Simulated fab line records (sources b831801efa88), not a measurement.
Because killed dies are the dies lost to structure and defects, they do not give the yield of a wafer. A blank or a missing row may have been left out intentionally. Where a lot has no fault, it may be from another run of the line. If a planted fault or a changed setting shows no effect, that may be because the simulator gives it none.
fab line records    flow sky130
[record] lots = 13  wafers = 39  last_day = 50
route steps=708 shown FIELD_ISO@15 PAD_OPEN@708
lots that met no fault: taken from a fault-free run of the same line
start_h: the number of hours between the record's first day and the start of the first shown wafer of the lot    wait_h: how many hours have passed since the lot's step before this one    " same as the row above    L1.1+2: a row that stands for several wafers    - no value present, or no start provided    * or withheld: withheld    < > ~ a bound
route shown NAME@n: a module of which the file shows steps, and the number in the route of the first    usual: mean and standard deviation over wafers with no fault    same: alike in all rows    chamber/n: place in a boat    sites: each site's reading    _std_site: standard deviation across them    _edge_site: mean of outer sites minus mean of inner sites    radius_mm: for every site, how far away it sits from the centre of the wafer    mask NAME#n: copy n    behind: the tool/chamber that last shaped the wafer    hold: why the lot went on hold/how many hours it stayed there/how the hold came to an end    device: which transistor (n, p or np) failed to switch    end of line: the tests these same wafers got at the end of their route    a step with no rows: only its recipe    killed: not the wafer's yield, but the dies lost to structure and defects at the first sort    map: a wafer's dies, x killed, . not, _ none there
set.NAME: the setting that was run; set.NAME@STEP: the one run at that earlier step    model.NAME: the simulator's own value behind a step, which no gauge read
a sample of lots followed through the steps of the route, with each step as a table and each wafer as a row
services: when a tool's chamber went out of use (start_h, in hours from the record's first day, below 0 if earlier), for how many hours, and the reason
[[steps]]
[step SKY_FIELD_ISO_ETCH_14]
[recipe] chemistry = N2/H2  target = BARC  ion_energy_ev = 200  source_w = 500  bias_w = 100  pressure_mtorr = 30  n2_flow_sccm = 100  h2_flow_sccm = 200  stop_on = SiO2  time_s = 45.9  target_depth_a = 600
[usual] drypump_motor_current_A = 5.7/0.34  oes_product_au = 0.854/0.0046  throttle_valve_pct = 13.225/0.0094
lot.wafer  tool         chamber  start_h  wait_h  drypump_motor_current_A  oes_product_au  rf_hours_counter_h  throttle_valve_pct
L388.1     rie_diel-02  2        43.09    0.1     5.2                      0.861           2                   13.214
L388.4     "            1        "        "       6.5                      0.855           154                 13.223
L388.6     "            0        "        "       5.4                      0.855           -                   13.232
L389.1     rie_diel-04  2        48.03    0.1     5.6                      0.852           172                 13.223
L389.3     "            1        "        "       6.1                      0.852           -                   13.244
L389.4     "            2        "        "       5.6                      0.860           -                   13.239
L392.1     rie_diel-03  0        59.84    0.1     6.0                      0.860           13                  13.205
L392.4     "            3        "        "       5.8                      0.854           82                  13.212
L392.6     "            0        "        "       6.0                      0.846           -                   13.228
L393.1     rie_diel-04  1        69.93    0.1     6.0                      0.855           134                 13.223
L393.4     "            3        "        "       5.6                      0.855           -                   13.219
L393.6     "            0        "        "       5.8                      0.857           -                   13.213
L397.3     rie_diel-02  1        90.93    0.1     6.5                      0.847           154                 13.236
L397.4     "            2        "        "       5.1                      0.850           3                   13.211
L397.5     "            0        "        "       5.4                      0.844           -                   13.216
L398.3     rie_diel-04  1        94.39    0.1     6.0                      0.773           135                 13.217
L398.4     "            3        "        "       5.5                      0.790           44                  13.221
L398.5     "            0        "        "       5.8                      0.855           -                   13.234
L399.4     rie_diel-04  2        100.31   0.0     5.6                      0.779           1                   13.216
L399.5     "            3        "        "       5.6                      0.854           -                   13.229
L399.6     "            2        "        "       5.6                      0.853           -                   13.217
L400.2     rie_diel-02  2        105.74   0.1     5.2                      0.856           3                   13.220
L400.3     "            1        "        "       6.5                      0.847           155                 13.243
L400.6     "            1        "        "       6.5                      0.856           -                   13.220
L403.1     rie_diel-04  2        116.68   0.1     5.6                      0.773           1                   13.221
L403.3     "            3        "        "       5.6                      0.791           45                  13.230
L403.5     "            0        "        "       5.8                      0.848           -                   13.230
L404.1     rie_diel-03  2        122.34   0.1     5.7                      0.853           67                  13.240
L404.2     "            0        "        "       6.0                      0.854           14                  13.230
L404.4     "            3        "        "       5.8                      0.846           83                  13.235
L405.1     rie_diel-02  1        128.68   0.1     6.5                      0.851           155                 13.223
L405.3     "            0        "        "       5.4                      0.852           43                  13.245
L405.6     "            2        "        "       5.2                      0.857           -                   13.238
L406.1     rie_diel-03  3        133.38   0.1     5.8                      0.853           83                  13.212
L406.2     "            0        "        "       6.0                      0.851           15                  13.215
L406.5     "            1        "        "       5.5                      0.857           -                   13.234
L408.4     rie_diel-03  0        142.69   0.0     6.0                      0.854           15                  13.224
L408.5     "            0        "        "       6.0                      0.859           -                   13.232
L408.6     "            3        "        "       5.8                      0.848           -                   13.228
[step SKY_FIELD_ISO_ETCH_15]
[recipe] chemistry = CHF3/O2  target_depth_nm = 180  stop_on = Si  source_w = 600  bias_w = 200  pressure_mtorr = 40  chf3_flow_sccm = 50  O2_flow_sccm = 5  time_s = 72
[usual] drypump_motor_current_A = 5.7/0.34  oes_product_au = 0.949/0.0068  throttle_valve_pct = 8.844/0.0094
lot.wafer  tool         chamber  start_h  wait_h  drypump_motor_current_A  oes_product_au  rf_hours_counter_h  throttle_valve_pct
L388.1     rie_diel-02  2        43.13    0.0     5.1                      0.948           2                   8.847
L388.4     "            1        "        "       6.5                      0.952           154                 8.858
L388.6     "            0        "        "       5.4                      0.947           -                   8.836
L389.1     rie_diel-04  2        48.10    0.0     5.6                      0.959           172                 8.855
L389.3     "            1        "        "       6.0                      0.956           -                   8.850
L389.4     "            2        "        "       5.6                      0.955           -                   8.852
L392.1     rie_diel-03  0        59.88    0.0     6.0                      0.955           13                  8.855
L392.4     "            3        "        "       5.7                      0.946           82                  8.835
L392.6     "            0        "        "       6.0                      0.949           -                   8.855
L393.1     rie_diel-04  1        69.98    0.0     6.0                      0.955           134                 8.840
L393.4     "            3        "        "       5.6                      0.954           -                   8.857
L393.6     "            0        "        "       5.8                      0.967           -                   8.864
L397.3     rie_diel-02  1        90.98    0.0     6.5                      0.960           154                 8.836
L397.4     "            2        "        "       5.1                      0.954           3                   8.847
L397.5     "            0        "        "       5.4                      0.945           -                   8.841
L398.3     rie_diel-04  1        94.43    0.0     6.0                      0.518           135                 8.705
L398.4     "            3        "        "       5.6                      0.622           44                  8.753
L398.5     "            0        "        "       5.8                      0.950           -                   8.830
L399.4     rie_diel-04  2        100.36   0.0     5.6                      0.571           1                   8.737
L399.5     "            3        "        "       5.5                      0.950           -                   8.854
L399.6     "            2        "        "       5.6                      0.945           -                   8.849
L400.2     rie_diel-02  2        105.78   0.0     5.1                      0.945           3                   8.839
L400.3     "            1        "        "       6.4                      0.941           155                 8.837
L400.6     "            1        "        "       6.5                      0.946           -                   8.841
L403.1     rie_diel-04  2        116.73   0.0     5.6                      0.490           1                   8.706
L403.3     "            3        "        "       5.6                      0.556           45                  8.713
L403.5     "            0        "        "       5.8                      0.947           -                   8.857
L404.1     rie_diel-03  2        122.38   0.0     5.7                      0.949           67                  8.850
L404.2     "            0        "        "       6.0                      0.945           14                  8.835
L404.4     "            3        "        "       5.8                      0.950           83                  8.862
L405.1     rie_diel-02  1        128.73   0.0     6.4                      0.959           155                 8.838
L405.3     "            0        "        "       5.4                      0.956           43                  8.833
L405.6     "            2        "        "       5.2                      0.957           -                   8.850
L406.1     rie_diel-03  3        133.43   0.0     5.8                      0.942           83                  8.853
L406.2     "            0        "        "       6.0                      0.939           15                  8.850
L406.5     "            1        "        "       5.5                      0.934           -                   8.838
L408.4     rie_diel-03  0        142.73   0.0     6.0                      0.943           15                  8.847
L408.5     "            0        "        "       6.0                      0.940           -                   8.847
L408.6     "            3        "        "       5.7                      0.945           -                   8.836
[step SKY_FIELD_ISO_STRIP_16]
[recipe] chemistry = O2/N2  power_w = 1400  pressure_mtorr = 1500  platen_temp_c = withheld  o2_flow_sccm = 3000  n2_flow_sccm = 300  overash_fraction = 0.5
[usual] drypump_motor_current_A = 5.6/0.57  oes_product_au = 0.378/0.0051  strip_time_to_endpoint_s = 3.56/0.031
lot.wafer  tool             chamber  start_h  wait_h  drypump_motor_current_A  oes_product_au  rf_hours_counter_h  strip_time_to_endpoint_s
L388.1     plasma_asher-01  0        43.19    0.0     5.8                      0.380           41                  3.60
L388.4     "                0        "        "       5.8                      0.373           -                   3.53
L388.6     "                1        "        "       4.9                      0.377           -                   3.55
L389.1     plasma_asher-01  0        48.18    0.1     5.8                      0.388           42                  3.58
L389.3     "                1        "        "       4.9                      0.381           -                   3.59
L389.4     "                0        "        "       5.8                      0.380           -                   3.58
L392.1     plasma_asher-02  1        59.94    0.0     5.7                      0.381           32                  3.54
L392.4     "                1        "        "       5.7                      0.377           -                   3.55
L392.6     "                1        "        "       5.7                      0.378           -                   3.53
L393.1     plasma_asher-01  1        70.03    0.0     4.9                      0.389           44                  3.60
L393.4     "                1        "        "       4.9                      0.383           -                   3.55
L393.6     "                0        "        "       5.8                      0.386           -                   3.56
L397.3     plasma_asher-01  0        91.07    0.1     5.8                      0.377           -                   3.50
L397.4     "                1        "        "       4.9                      0.368           -                   3.56
L397.5     "                0        "        "       5.8                      0.381           -                   3.56
L398.3     plasma_asher-01  0        94.52    0.1     5.8                      0.385           -                   3.73
L398.4     "                1        "        "       4.9                      0.386           -                   3.69
L398.5     "                1        "        "       4.8                      0.375           -                   3.54
L399.4     plasma_asher-02  1        100.45   0.1     5.7                      0.384           -                   3.73
L399.5     "                1        "        "       5.7                      0.377           -                   3.52
L399.6     "                0        "        "       6.6                      0.380           -                   3.58
L400.2     plasma_asher-01  0        105.84   0.0     5.7                      0.374           48                  3.53
L400.3     "                1        "        "       4.9                      0.367           -                   3.52
L400.6     "                0        "        "       5.8                      0.380           -                   3.52
L403.1     plasma_asher-04  1        116.78   0.0     5.9                      0.378           29                  3.73
L403.3     "                1        "        "       5.9                      0.376           -                   3.73
L403.5     "                0        "        "       5.0                      0.389           -                   3.58
L404.1     plasma_asher-04  0        122.44   0.0     5.0                      0.373           30                  3.58
L404.2     "                1        "        "       5.9                      0.377           30                  3.54
L404.4     "                0        "        "       5.0                      0.387           -                   3.54
L405.1     plasma_asher-04  1        128.78   0.0     5.9                      0.363           30                  3.49
L405.3     "                0        "        "       5.0                      0.379           -                   3.53
L405.6     "                1        "        "       5.9                      0.376           -                   3.55
L406.1     plasma_asher-04  1        133.48   0.0     5.9                      0.377           31                  3.57
L406.2     "                0        "        "       5.0                      0.383           31                  3.58
L406.5     "                0        "        "       5.0                      0.378           -                   3.58
L408.4     plasma_asher-02  0        142.82   0.1     6.7                      0.368           -                   3.57
L408.5     "                1        "        "       5.7                      0.382           -                   3.56
L408.6     "                0        "        "       6.7                      0.377           -                   3.56
[step SKY_PAD_OPEN_PROBE_99]
[usual] killed_at_M0_to_M3 = 44/6.5  killed_at_M4_up = 3.3/1.9  killed_at_contacts = 24/5.3  killed_at_front_end = 15/4.5  killed_at_other = 0.3/0.58  killed_dies = 87/9.3  killed_on_rim = 17/4.2  killed_open = 48/6.6  killed_short = 39/6.1
[same] gross_dies = 492  killed_at_back_side = 0
lot.wafer  tool       chamber  start_h  wait_h  hold                      killed_at_M0_to_M3  killed_at_M4_up  killed_at_contacts  killed_at_front_end  killed_at_other  killed_dies  killed_on_rim  killed_open  killed_short
L389.1     prober-02  -        1106.05  0.1     -                         46                  6                21                  19                   0                92           20             46           46
L389.3     prober-02  -        1106.15  0.2     -                         34                  1                15                  10                   0                60           9              31           29
L389.4     prober-02  -        1106.20  0.2     -                         43                  4                18                  23                   0                88           20             42           46
L388.1     prober-01  -        1106.73  0.1     -                         46                  6                22                  12                   0                86           20             48           38
L388.4     prober-01  -        1106.88  0.2     -                         39                  4                17                  17                   1                78           18             51           27
L388.6     prober-01  -        1106.98  0.2     -                         39                  5                15                  19                   0                78           19             39           39
L392.1     prober-01  -        1115.79  0.1     -                         40                  3                24                  18                   0                85           17             46           39
L392.4     prober-01  -        1115.94  0.2     -                         50                  2                26                  7                    1                86           15             56           30
L392.6     prober-01  -        1116.04  0.2     -                         40                  5                29                  13                   0                87           21             47           40
L393.1     prober-01  -        1125.63  0.1     -                         47                  1                15                  23                   0                86           13             43           43
L393.4     prober-01  -        1125.78  0.2     -                         52                  3                22                  17                   2                96           19             51           45
L393.6     prober-01  -        1125.88  0.2     -                         44                  2                20                  17                   0                83           14             42           41
L397.3     prober-01  -        1144.09  0.2     -                         39                  4                28                  12                   0                83           12             43           40
L397.4     prober-01  -        1144.14  0.2     -                         48                  3                21                  11                   1                84           15             40           44
L397.5     prober-01  -        1144.19  0.2     -                         48                  5                25                  19                   0                97           19             49           47
L398.3     prober-02  -        1148.78  0.2     await_dispo/2.1h/release  47                  2                20                  329                  0                398          94             51           38
L398.4     prober-02  -        1148.83  0.2     await_dispo/2.1h/release  37                  0                28                  277                  0                342          96             49           35
L398.5     prober-02  -        1148.88  0.2     await_dispo/2.1h/release  37                  1                17                  10                   1                66           12             34           32
L399.4     prober-01  -        1159.76  0.2     await_dispo/2.5h/release  47                  8                23                  313                  0                391          74             44           48
L399.5     prober-01  -        1159.81  0.2     await_dispo/2.5h/release  46                  2                25                  21                   0                94           19             58           36
L399.6     prober-01  -        1159.86  0.2     await_dispo/2.5h/release  41                  2                27                  13                   0                83           21             51           32
L400.2     prober-02  -        1165.94  0.1     -                         59                  3                31                  22                   0                115          33             65           50
L400.3     prober-02  -        1165.99  0.2     -                         60                  8                15                  20                   1                104          18             61           43
L400.6     prober-02  -        1166.14  0.2     -                         52                  7                21                  8                    1                89           18             38           51
L403.1     prober-01  -        1174.88  0.1     await_dispo/1.6h/release  42                  4                27                  370                  0                443          72             57           33
L403.3     prober-01  -        1174.98  0.2     await_dispo/1.6h/release  55                  4                30                  353                  0                442          75             53           49
L403.5     prober-01  -        1175.08  0.2     await_dispo/1.6h/release  56                  0                27                  28                   0                111          30             56           55
L404.1     prober-02  -        1177.75  0.1     -                         31                  3                25                  13                   0                72           16             38           34
L404.2     prober-02  -        1177.80  0.1     -                         50                  1                32                  10                   0                93           12             56           37
L404.4     prober-02  -        1177.90  0.2     -                         34                  5                27                  15                   1                82           23             43           39
L405.1     prober-01  -        1183.97  0.1     -                         39                  3                27                  16                   0                85           12             46           39
L405.3     prober-01  -        1184.07  0.2     -                         39                  3                26                  9                    0                77           13             44           33
L405.6     prober-01  -        1184.22  0.2     -                         40                  3                28                  16                   0                87           19             45           42
L406.1     prober-01  -        1187.30  0.1     -                         46                  2                18                  11                   1                78           16             46           32
L406.2     prober-01  -        1187.35  0.1     -                         40                  4                24                  7                    1                76           9              40           36
L406.5     prober-01  -        1187.50  0.2     -                         42                  1                26                  21                   1                91           20             44           47
L408.4     prober-02  -        1190.44  0.2     -                         34                  2                23                  13                   0                72           18             38           34
L408.5     prober-02  -        1190.49  0.2     -                         38                  3                22                  22                   0                85           12             42           43
L408.6     prober-02  -        1190.54  0.2     -                         44                  5                18                  17                   0                84           21             48           36
// killed by level:class
L389.1 VIA3:geometric_particle:open=10 FIELD_ISO:geometric_particle:open=6 LOCAL_INTERCONNECT:geometric_particle:short=6 METAL1:geometric_particle:short=6 CONTACT:geometric_particle:open=6 VIA1:geometric_particle:open=6 VIA2:geometric_particle:open=5 FIELD_ISO:geometric_particle:short=4
L389.3 CONTACT:geometric_particle:open=8 VIA1:geometric_particle:short=7 LI_CONTACT:geometric_particle:open=6 METAL2:geometric_particle:short=6 FIELD_ISO:geometric_particle:short=5 METAL1:geometric_particle:short=4 VIA1:geometric_particle:open=4 VIA2:geometric_particle:open=3
L389.4 VIA1:geometric_particle:open=12 POLY_GATE:geometric_particle:short=8 CONTACT:geometric_particle:open=8 METAL1:geometric_particle:short=8 METAL2:geometric_particle:short=7 VIA3:geometric_particle:open=7 FIELD_ISO:geometric_particle:open=6 LI_CONTACT:geometric_particle:open=5
L388.1 CONTACT:geometric_particle:open=10 VIA1:geometric_particle:open=10 VIA2:geometric_particle:open=9 LI_CONTACT:geometric_particle:open=6 VIA3:geometric_particle:short=6 METAL1:geometric_particle:short=5 VIA2:geometric_particle:short=5 VIA1:geometric_particle:short=4
L388.4 VIA1:geometric_particle:open=15 CONTACT:geometric_particle:open=8 LI_CONTACT:geometric_particle:open=6 VIA2:geometric_particle:short=6 POLY_GATE:geometric_particle:open=5 VIA3:geometric_particle:open=5 POLY_GATE:geometric_particle:short=4 FIELD_ISO:geometric_particle:short=3
L388.6 CONTACT:geometric_particle:open=7 VIA1:geometric_particle:open=7 FIELD_ISO:geometric_particle:short=6 VIA3:geometric_particle:open=6 METAL3:geometric_particle:short=5 METAL4:geometric_particle:short=5 LI_CONTACT:geometric_particle:short=4 FIELD_ISO:geometric_particle:open=3
L392.1 VIA1:geometric_particle:open=9 VIA3:geometric_particle:open=8 CONTACT:geometric_particle:open=8 VIA2:geometric_particle:open=7 METAL1:geometric_particle:short=5 FIELD_ISO:geometric_particle:open=4 LI_CONTACT:geometric_particle:open=4 METAL2:geometric_particle:short=4
L392.4 VIA1:geometric_particle:open=16 VIA3:geometric_particle:open=9 LI_CONTACT:geometric_particle:open=7 CONTACT:geometric_particle:open=7 VIA2:geometric_particle:open=7 LI_CONTACT:geometric_particle:short=5 CONTACT:geometric_particle:short=4 VIA1:geometric_particle:short=4
L392.6 CONTACT:geometric_particle:short=10 VIA2:geometric_particle:open=10 VIA1:geometric_particle:open=8 LI_CONTACT:geometric_particle:open=6 CONTACT:geometric_particle:open=5 LOCAL_INTERCONNECT:geometric_particle:short=5 VIA2:geometric_particle:short=4 POLY_GATE:geometric_particle:open=3
L393.1 VIA1:geometric_particle:open=10 POLY_GATE:geometric_particle:short=6 METAL2:geometric_particle:short=6 METAL3:geometric_particle:short=6 FIELD_ISO:geometric_particle:open=5 POLY_GATE:geometric_particle:open=5 CONTACT:geometric_particle:open=5 VIA2:geometric_particle:open=5
L393.4 VIA2:geometric_particle:open=9 LOCAL_INTERCONNECT:geometric_particle:short=7 CONTACT:geometric_particle:open=7 METAL1:geometric_particle:short=7 METAL2:geometric_particle:short=7 VIA1:geometric_particle:open=6 VIA2:geometric_particle:short=6 FIELD_ISO:geometric_particle:open=5
L393.6 VIA1:geometric_particle:open=14 POLY_GATE:geometric_particle:short=8 CONTACT:geometric_particle:open=8 METAL2:geometric_particle:short=8 FIELD_ISO:geometric_particle:short=5 LI_CONTACT:geometric_particle:open=4 LOCAL_INTERCONNECT:geometric_particle:short=4 METAL1:geometric_particle:open=4
L397.3 VIA1:geometric_particle:open=10 CONTACT:geometric_particle:short=10 VIA3:geometric_particle:open=10 LOCAL_INTERCONNECT:geometric_particle:short=9 VIA2:geometric_particle:open=6 POLY_GATE:geometric_particle:open=5 LI_CONTACT:geometric_particle:open=5 FIELD_ISO:geometric_particle:open=3
L397.4 VIA1:geometric_particle:open=13 VIA1:geometric_particle:short=7 CONTACT:geometric_particle:short=7 CONTACT:geometric_particle:open=6 METAL1:geometric_particle:short=6 VIA3:geometric_particle:open=4 METAL2:geometric_particle:short=4 FIELD_ISO:geometric_particle:open=3
L397.5 VIA1:geometric_particle:open=8 CONTACT:geometric_particle:open=7 VIA2:geometric_particle:open=7 FIELD_ISO:geometric_particle:short=6 METAL2:geometric_particle:short=6 VIA3:geometric_particle:open=6 SPACER:geometric_particle:open=5 LOCAL_INTERCONNECT:geometric_particle:short=5
L398.3 FIELD_ISO:area_etch=309 VIA1:geometric_particle:open=14 CONTACT:geometric_particle:open=12 FIELD_ISO:geometric_particle:short=8 VIA2:geometric_particle:open=7 FIELD_ISO:geometric_particle:open=6 POLY_GATE:geometric_particle:short=6 METAL1:geometric_particle:short=5
L398.4 FIELD_ISO:area_etch=258 CONTACT:geometric_particle:open=11 VIA1:geometric_particle:open=10 LI_CONTACT:geometric_particle:open=6 VIA3:geometric_particle:open=6 LOCAL_INTERCONNECT:geometric_particle:short=5 VIA1:geometric_particle:short=5 POLY_GATE:geometric_particle:open=4
L398.5 VIA1:geometric_particle:open=7 CONTACT:geometric_particle:open=6 METAL2:geometric_particle:short=6 VIA2:geometric_particle:open=5 CONTACT:geometric_particle:short=4 METAL1:geometric_particle:short=4 VIA3:geometric_particle:open=4 FIELD_ISO:geometric_particle:short=3
L399.4 FIELD_ISO:area_etch=299 VIA3:geometric_particle:open=9 CONTACT:geometric_particle:open=8 VIA1:geometric_particle:open=8 VIA3:geometric_particle:short=7 METAL4:geometric_particle:short=7 CONTACT:geometric_particle:short=6 METAL2:geometric_particle:short=5
L399.5 CONTACT:geometric_particle:open=12 VIA1:geometric_particle:open=12 FIELD_ISO:geometric_particle:open=8 METAL2:geometric_particle:short=6 VIA3:geometric_particle:open=6 POLY_GATE:geometric_particle:short=5 LI_CONTACT:geometric_particle:open=5 CONTACT:geometric_particle:short=5
L399.6 CONTACT:geometric_particle:open=16 VIA1:geometric_particle:open=9 METAL3:geometric_particle:short=6 VIA3:geometric_particle:open=6 LI_CONTACT:geometric_particle:open=5 METAL1:geometric_particle:short=5 POLY_GATE:geometric_particle:open=4 CONTACT:geometric_particle:short=4
L400.2 VIA1:geometric_particle:open=14 VIA3:geometric_particle:open=11 CONTACT:geometric_particle:open=11 FIELD_ISO:geometric_particle:open=9 LI_CONTACT:geometric_particle:open=9 METAL2:geometric_particle:short=6 VIA1:geometric_particle:short=6 CONTACT:geometric_particle:short=6
L400.3 VIA1:geometric_particle:open=14 VIA3:geometric_particle:open=8 FIELD_ISO:geometric_particle:open=6 LI_CONTACT:geometric_particle:open=6 CONTACT:geometric_particle:open=6 METAL1:geometric_particle:short=6 VIA1:geometric_particle:short=6 METAL2:geometric_particle:short=6
L400.6 METAL1:geometric_particle:short=9 VIA1:geometric_particle:open=8 CONTACT:geometric_particle:open=6 VIA1:geometric_particle:short=6 METAL4:geometric_particle:short=6 METAL3:geometric_particle:short=5 METAL2:geometric_particle:open=5 VIA2:geometric_particle:open=5
L403.1 FIELD_ISO:area_etch=353 VIA1:geometric_particle:open=12 LI_CONTACT:geometric_particle:open=10 CONTACT:geometric_particle:open=8 FIELD_ISO:geometric_particle:open=6 POLY_GATE:geometric_particle:open=6 CONTACT:geometric_particle:short=6 VIA3:geometric_particle:open=6
L403.3 FIELD_ISO:area_etch=340 VIA1:geometric_particle:open=13 CONTACT:geometric_particle:open=9 LI_CONTACT:geometric_particle:open=7 CONTACT:geometric_particle:short=7 METAL2:geometric_particle:short=7 VIA1:geometric_particle:short=6 VIA2:geometric_particle:open=6
L403.5 VIA1:geometric_particle:open=12 VIA1:geometric_particle:short=9 LI_CONTACT:geometric_particle:open=8 CONTACT:geometric_particle:open=8 VIA3:geometric_particle:open=8 FIELD_ISO:geometric_particle:short=7 VIA3:geometric_particle:short=7 LOCAL_INTERCONNECT:geometric_particle:short=6
L404.1 VIA1:geometric_particle:open=12 LI_CONTACT:geometric_particle:open=9 FIELD_ISO:geometric_particle:short=6 CONTACT:geometric_particle:short=5 CONTACT:geometric_particle:open=5 VIA2:geometric_particle:open=4 METAL1:geometric_particle:short=4 POLY_GATE:geometric_particle:short=3
L404.2 VIA1:geometric_particle:open=13 CONTACT:geometric_particle:open=12 VIA1:geometric_particle:short=9 VIA3:geometric_particle:open=7 LI_CONTACT:geometric_particle:open=6 VIA2:geometric_particle:open=6 FIELD_ISO:geometric_particle:open=5 LOCAL_INTERCONNECT:geometric_particle:short=5
L404.4 VIA1:geometric_particle:open=15 LOCAL_INTERCONNECT:geometric_particle:short=11 CONTACT:geometric_particle:open=9 FIELD_ISO:geometric_particle:short=5 VIA1:geometric_particle:short=4 METAL4:geometric_particle:short=4 FIELD_ISO:geometric_particle:open=3 POLY_GATE:geometric_particle:open=3
L405.1 VIA1:geometric_particle:open=14 CONTACT:geometric_particle:open=8 CONTACT:geometric_particle:short=7 LI_CONTACT:geometric_particle:open=6 LOCAL_INTERCONNECT:geometric_particle:short=6 VIA3:geometric_particle:open=6 FIELD_ISO:geometric_particle:short=5 VIA2:geometric_particle:open=5
L405.3 VIA3:geometric_particle:open=13 LI_CONTACT:geometric_particle:open=8 CONTACT:geometric_particle:open=8 LOCAL_INTERCONNECT:geometric_particle:short=6 METAL1:geometric_particle:short=6 VIA2:geometric_particle:open=6 POLY_GATE:geometric_particle:short=5 VIA1:geometric_particle:open=5
L405.6 CONTACT:geometric_particle:open=10 LI_CONTACT:geometric_particle:open=7 VIA2:geometric_particle:open=6 POLY_GATE:geometric_particle:open=5 CONTACT:geometric_particle:short=5 METAL1:geometric_particle:short=5 METAL3:geometric_particle:short=5 METAL2:geometric_particle:short=5
L406.1 LI_CONTACT:geometric_particle:open=7 VIA1:geometric_particle:open=7 VIA2:geometric_particle:open=7 CONTACT:geometric_particle:open=6 METAL2:geometric_particle:short=6 VIA3:geometric_particle:open=6 VIA1:geometric_particle:short=5 METAL1:geometric_particle:short=4
L406.2 CONTACT:geometric_particle:open=10 VIA1:geometric_particle:open=10 METAL2:geometric_particle:short=6 VIA3:geometric_particle:open=5 METAL1:geometric_particle:short=5 LOCAL_INTERCONNECT:geometric_particle:short=4 METAL4:geometric_particle:short=4 LI_CONTACT:geometric_particle:open=3
L406.5 VIA1:geometric_particle:open=9 LI_CONTACT:geometric_particle:open=8 CONTACT:geometric_particle:open=8 METAL1:geometric_particle:short=7 METAL2:geometric_particle:short=6 FIELD_ISO:geometric_particle:short=5 CONTACT:geometric_particle:short=5 VIA3:geometric_particle:short=5
L408.4 CONTACT:geometric_particle:open=9 METAL1:geometric_particle:short=8 VIA1:geometric_particle:open=8 VIA2:geometric_particle:open=7 FIELD_ISO:geometric_particle:short=4 LOCAL_INTERCONNECT:geometric_particle:short=4 CONTACT:geometric_particle:short=4 VIA3:geometric_particle:open=4
L408.5 FIELD_ISO:geometric_particle:open=7 VIA1:geometric_particle:open=7 CONTACT:geometric_particle:open=6 FIELD_ISO:geometric_particle:short=5 VIA3:geometric_particle:open=5 VIA2:geometric_particle:short=5 LI_CONTACT:geometric_particle:open=4 LOCAL_INTERCONNECT:geometric_particle:short=4
L408.6 VIA3:geometric_particle:open=10 VIA1:geometric_particle:open=9 CONTACT:geometric_particle:open=6 FIELD_ISO:geometric_particle:open=5 LOCAL_INTERCONNECT:geometric_particle:short=5 METAL1:geometric_particle:short=5 METAL2:geometric_particle:short=5 POLY_GATE:geometric_particle:short=4
[[services]]
tool             chamber  start_h  hours  kind
rie_diel-04      0        22.42    2.7    repair
plasma_asher-04  -        32.29    0.6    repair
rie_diel-04      0        46.09    7.0    repair
rie_diel-04      3        46.35    16.3   repair
plasma_asher-01  -        56.42    0.6    repair
rie_diel-04      2        62.64    -      clean
rie_diel-04      2        62.64    14.4   scheduled_down
rie_diel-04      2        62.64    14.4   vent_cycle
plasma_asher-04  -        70.29    3.5    repair
plasma_asher-04  -        73.01    2.0    repair
plasma_asher-01  -        91.38    0.6    repair
plasma_asher-04  -        103.70   2.8    pm
plasma_asher-02  -        108.75   9.0    pm
plasma_asher-02  0        108.75   9.0    vent_cycle
plasma_asher-02  1        108.75   9.0    vent_cycle
rie_diel-02      1        117.41   6.2    repair
plasma_asher-02  0        117.75   -      clean
plasma_asher-02  1        117.75   -      clean
rie_diel-02      3        125.34   4.3    repair
[[key]]
[first_sign] step = SKY_FIELD_ISO_ETCH_14  reading = oes_product_au  direction = down  sigmas = 16  usual = 0.854  struck = 0.781
[effect] step = SKY_FIELD_ISO_ETCH_15  reading = oes_product_au  direction = down  sigmas = 59  usual = 0.949  struck = 0.551
[effect] step = SKY_FIELD_ISO_STRIP_16  reading = strip_time_to_endpoint_s  direction = up  sigmas = 5.4  usual = *  struck = *
[effect] step = SKY_PAD_OPEN_PROBE_99  reading = killed_at_front_end  direction = up  sigmas = 70  usual = 15  struck = 328
[more_kills_born_at] SKY_FIELD_ISO_ETCH_14@rie_diel-04 = 1559
met_at SKY_FIELD_ISO_ETCH_14
struck_lots L398,L399,L403
struck_wafers L398.3,L398.4,L399.4,L403.1,L403.3
later_rows_left_out L398.3,L398.4,L399.4,L403.1,L403.3
tester_left_out L398,L399,L403
onset_between 69.93 94.39
[fault] kind = process_parameter_drift  tool = rie_diel-04  chamber = -  onset_h = 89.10  steps = SKY_FIELD_ISO_ETCH_14  channel = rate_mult  offset = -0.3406  shape = step  end_h = 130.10  scope = struck_wafers_only
// tester_left_out: of these lots the tester's yield and bins aren't shown, on N5 and GAA mostly nor the transistor test; their killed dies are dies lost to structure and defects alone, not to doping, threshold or leakage, so they don't give the yield
// later_rows_left_out: the simulator's readings of these wafers behind a module that went badly wrong aren't trusted and aren't shown, but for the sort
